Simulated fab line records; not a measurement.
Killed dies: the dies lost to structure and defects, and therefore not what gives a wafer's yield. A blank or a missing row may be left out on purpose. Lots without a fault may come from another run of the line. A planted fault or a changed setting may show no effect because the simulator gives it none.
The tool behind it: which one? || flow sfq line || 7 lots (21 wafers sampled), 1 step of a 325-step route

## WHAT EACH GAUGE READ, for each wafer
SFQ_I2_BOW_MEAS_917.
{"lot": "L253", "measured": "day 38 09:05", "on": "film metro-03", "I2_BOW (um)": "0 5 1"}
{"lot": "L255", "measured": "day 39 04:05", "on": "film metro-04", "I2_BOW (um)": "2 4 8"}
{"lot": "L262", "measured": "day 41 12:25", "on": "film metro-04", "I2_BOW (um)": "12 23 17"}
{"lot": "L265", "measured": "day 42 11:22", "on": "film metro-02", "I2_BOW (um)": "22 23 7"}
{"lot": "L269", "measured": "day 43 22:49", "on": "film metro-04", "I2_BOW (um)": "3 -7 -2"}
{"lot": "L271", "measured": "day 45 08:50", "on": "film metro-02", "I2_BOW (um)": "-5 -6 -1"}
{"lot": "L275", "measured": "day 46 17:39", "on": "film metro-03", "I2_BOW (um)": "-9 -15 1"}

## WHAT TOOL EACH LOT RAN ON (gives the tool, then ch and the chambers of the sampled wafers, and finally the start)
No process step before these readings appears in the record.

## THE ANSWER, worked out from the rows above alone
Rule: what is usual is taken from the lots themselves. Put in order of their means at a reading, lots are off if they are a third of the lots or fewer, leave a main group of 4 or more, and stand apart from it by a gap of 3 or more times the standard deviation of the main group's means; of several such gaps the widest counts. If all means in a main group match to the digits the tables above print for the reading, that group is not used. A lot without any number at a reading at which 4 lots or more have one is off too. The other lots that the step has rows for count as sound.
None of the lots is off at any reading shown; this tells nothing.

## WHAT WAS PUT IN BY THE SIMULATOR
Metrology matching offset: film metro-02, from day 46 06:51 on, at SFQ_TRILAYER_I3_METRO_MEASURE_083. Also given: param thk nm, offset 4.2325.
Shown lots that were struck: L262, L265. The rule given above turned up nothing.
